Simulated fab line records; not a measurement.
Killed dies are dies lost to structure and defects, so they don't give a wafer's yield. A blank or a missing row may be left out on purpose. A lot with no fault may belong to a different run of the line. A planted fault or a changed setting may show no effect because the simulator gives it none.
Problem report, 8D (eight disciplines) form, completed by code | flow gf180mcu | the parts of the form that need people (team, actions taken, sign-off) are left out

## 1. THE ISSUE
NSD_RS at GF_PSD_RS_MEAS_14 reads a mean of 44.94 ohm/sq on 6 wafers of 2 lots; wafers without a fault read 46.12 ohm/sq with a standard deviation of 0.077. That puts it -15 standard deviations away from the usual mean.
The step: measures by four-point-probe.
Earliest sighting: wafer L942.1 on filmMetro-03 at day 19 18:16. Wafers with a number at this step in the record: 33, from 11 lots. Rule for "out", or "out of limits": more than 4 standard deviations from the usual mean. The other wafers with a number count as sound.

## 2. WHAT THIS IS AND IS NOT
question                    | is                         | is not
which readings at this step | NSD_RS                     | -
which lots                  | L942, L943                 | L929, L932, L933, L934, L940, L944, L945, L947, L949
which wafers of those lots  | all that have a number     | -
read on which gauges        | filmMetro-02, filmMetro-03 | filmMetro-04
when                        | from day 19 18:16          | up to then (15 sound wafers); but 12 sound wafers of L944, L945, L947, L949 came after

## 3. SUSPECTS, AND WHAT RULES EACH OUT
Counting: any tool at a process step up to the reading is kept as a suspect provided that every lot that is out went through it and no sound lot did after the first of them.
- the gauge at GF_PSD_RS_MEAS_14: ruled out. Those wafers that are out were read across 2 gauges (filmMetro-02, filmMetro-03).
- plasmaAsher-03 at GF_POLY_GATE_STRIP_14 (strips in O2/N2): kept. It ran every lot that is out, first L942 (day 13 21:14), and no sound lot after that; its last sound lot up to then is L940 (day 13 01:11).
- rieDiel-03 at GF_HV_LDD_ETCHBACK_58 (etches Si3N4 in CH3F/O2, stops on SiO2, time 100 s, target depth 90 nm): ruled out as a lasting fault. After its first lot that is out, L942 (day 17 18:11), sound lots L944 ran on it.
- implanter-03 at GF_NSD_IMPLANT_09: kept. It ran every lot that is out, first L942 (day 18 17:52), and no sound lot after that; its last sound lot up to then is L934 (day 15 22:22). Its own beamOnS, doseIonsCm2 readings are out on those wafers.
After counting, plasmaAsher-03 at GF_POLY_GATE_STRIP_14 and implanter-03 at GF_NSD_IMPLANT_09 remain.

## 4. THE CAUSE (what the simulator had put in)
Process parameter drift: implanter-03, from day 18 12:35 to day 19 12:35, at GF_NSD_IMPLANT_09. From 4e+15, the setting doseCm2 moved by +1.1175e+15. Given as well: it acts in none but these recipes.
Counting leaves 2 suspects; this tool is one of them.

## 5. THE EFFECT CHAIN, in route order
Each row: a reading where the mean over the struck wafers with a number is more than 3 standard deviations away from the usual. Only readings for which the record gives a usual standard deviation are gone through. hours: the time from each lot's start at the first step in this table that gives one to its start at this step, as a median over the lots. sigmas: the change in usual standard deviations.
hours | step              | reading              | usual        | on struck wafers | change | sigmas
0     | GF_NSD_IMPLANT_09 | beamOnS              | 19.3 s       | 24.4             | +5.1   | +8.0
0     | GF_NSD_IMPLANT_09 | doseIonsCm2          | 4e+15        | 5e+15            | +1e+15 | +99 or more
0     | GF_NSD_STRIP_11   | stripTimeToEndpointS | 22.96 s      | 23.73            | +0.77  | +17
25    | GF_PSD_RS_MEAS_14 | NSD_RS               | 46.12 ohm/sq | 44.94            | -1.18  | -15
Here are the process steps it includes:
- GF_NSD_IMPLANT_09
- GF_NSD_STRIP_11: strips in O2/N2.

## 6. WHAT WOULD HAVE CAUGHT IT SOONER
30 hours passed between the start of the fault at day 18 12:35 and the first reading out of limits at a measuring or inspecting step in this record, taken at day 19 18:16.
At GF_NSD_IMPLANT_09, the tool's own readings (beamOnS, doseIonsCm2) were out on each struck wafer the step has a row for, so an alarm limit on them would have fired on the first such wafer.
The start of GF_NSD_IMPLANT_09 on implanter-03 came by day 19 18:16 for every one of the lots that are out (2). Tool hold at that time: it would have spared none of them.
